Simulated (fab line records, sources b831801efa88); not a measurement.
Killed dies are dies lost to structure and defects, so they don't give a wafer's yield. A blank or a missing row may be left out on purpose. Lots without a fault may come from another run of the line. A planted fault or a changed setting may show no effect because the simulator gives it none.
A struck lot beside a sound one | flow sky130 | 16 steps out of a route of 708
Sound: wafers L315.2, L315.3, L315.5. Struck: wafers L321.2, L321.3, L321.5. The cause comes at the end.
At each step with rows: each side's tool, then ch and its chambers, then its first start. Under that, the readings that differ: sound wafers | struck wafers | difference of the means | sigmas: that difference in standard deviations of wafers without a fault.
alike: readings whose means differ by less than 2 such deviations, and words and numbers that are the same on both sides. not compared: withheld readings, readings that some wafer has no value for, bounds like >300 that may hide the same value, and numbers for which the record gives no deviation and whose values overlap.
The two part at a step that has a row with sigmas, a row that says differs or no value, or rows on one side only. Numbers that don't overlap but have no deviation are shown without sigmas and don't part them. A reading that every wafer of one side lacks parts them only if that side has two wafers or more.

SKY_VIA3_CMP_02: polishes SiO2.
  sound on cmp-01 ch 1,3, day 40 21:30; struck on cmp-02 ch 0,1,3, day 42 11:53
  alike: motor_current_A
SKY_VIA3_BOW_MEAS_03:
  sound on film_metro-03, day 40 21:49; struck on film_metro-04, day 42 12:07
  alike: VIA3_BOW
then, 8 steps without rows for these wafers: SKY_VIA3_DEHYDRATE_04 (time 60 s); SKY_VIA3_HMDS_05 (prime time 60 s); SKY_VIA3_COAT_06 (resist thk 60 nm); SKY_VIA3_COAT_07 (resist thk 450 nm); SKY_VIA3_SOFTBAKE_08 (time 90 s); SKY_VIA3_EXPOSE_09 (exposes mask VIM3, target cd 200 nm); SKY_VIA3_PEB_10; SKY_VIA3_DEVELOP_11 (develop time 60 s).
SKY_VIA3_CD_MEAS_12: target cd 200 nm.
  sound on cd_sem-01, day 41 22:17; struck on cd_sem-02, day 43 10:56
  alike: cd_nm
SKY_VIA3_OVL_MEAS_13:
  sound on overlay-01, day 41 22:23; struck on overlay-02, day 43 11:02
  alike: VIA3_OVL
SKY_VIA3_ETCH_14: etches BARC in N2/H2, stops on SiO2, time 45.9 s, target depth 60 nm.
  sound on rie_diel-01 ch 0,1, day 41 22:25; struck on rie_diel-01 ch 1,2, day 43 11:04
  reading                                     | sound             | struck            | difference | sigmas
  oes_product_au (a.u.)                       | 0.848 0.852 0.852 | 1.023 1.017 1.020 | +0.169     | +35
  run_length_s (s)                            | 73.5 74.3 73.6    | 63.2 63.0 63.1    | -10.7      | -25
  model.KrF-thick_of_VIA3_COAT_07.thk_nm (nm) | 392.2 392.9 392.6 | 399.3 401 401.4   | +8.0       |
  alike: drypump_motor_current_A, throttle_valve_pct
  not compared: rf_hours_counter_h
SKY_VIA3_ETCH_15: etches SiO2 in C4F8/O2/Ar, stops on TiN, target depth 507 nm, time 78 s.
  sound on rie_diel-01 ch 0,1, day 41 22:28; struck on rie_diel-01 ch 1,2, day 43 11:07
  reading                                     | sound             | struck        | difference | sigmas
  model.KrF-thick_of_VIA3_COAT_07.thk_nm (nm) | 288.5 289.5 287.2 | 295 297.3 298 | +8         |
  alike: oes_product_au, run_length_s
SKY_VIA3_STRIP_16: strips in O2/N2.
  sound on plasma_asher-04 ch 0, day 41 22:31; struck on plasma_asher-02 ch 0,1, day 43 11:10
  reading                      | sound          | struck         | difference | sigmas
  strip_time_to_endpoint_s (s) | 4.09 4.10 4.10 | 4.17 4.19 4.20 | +0.09      | +3
  alike: drypump_motor_current_A, oes_product_au
  not compared: rf_hours_counter_h
then, 1 step without rows for these wafers: SKY_VIA3_STRIP_17 (strips in post etch residue remover, time 1200 s).

WHERE THEY PART
First at SKY_VIA3_ETCH_14; last, within this record, at SKY_VIA3_STRIP_16.

WHY: what the simulator had put in
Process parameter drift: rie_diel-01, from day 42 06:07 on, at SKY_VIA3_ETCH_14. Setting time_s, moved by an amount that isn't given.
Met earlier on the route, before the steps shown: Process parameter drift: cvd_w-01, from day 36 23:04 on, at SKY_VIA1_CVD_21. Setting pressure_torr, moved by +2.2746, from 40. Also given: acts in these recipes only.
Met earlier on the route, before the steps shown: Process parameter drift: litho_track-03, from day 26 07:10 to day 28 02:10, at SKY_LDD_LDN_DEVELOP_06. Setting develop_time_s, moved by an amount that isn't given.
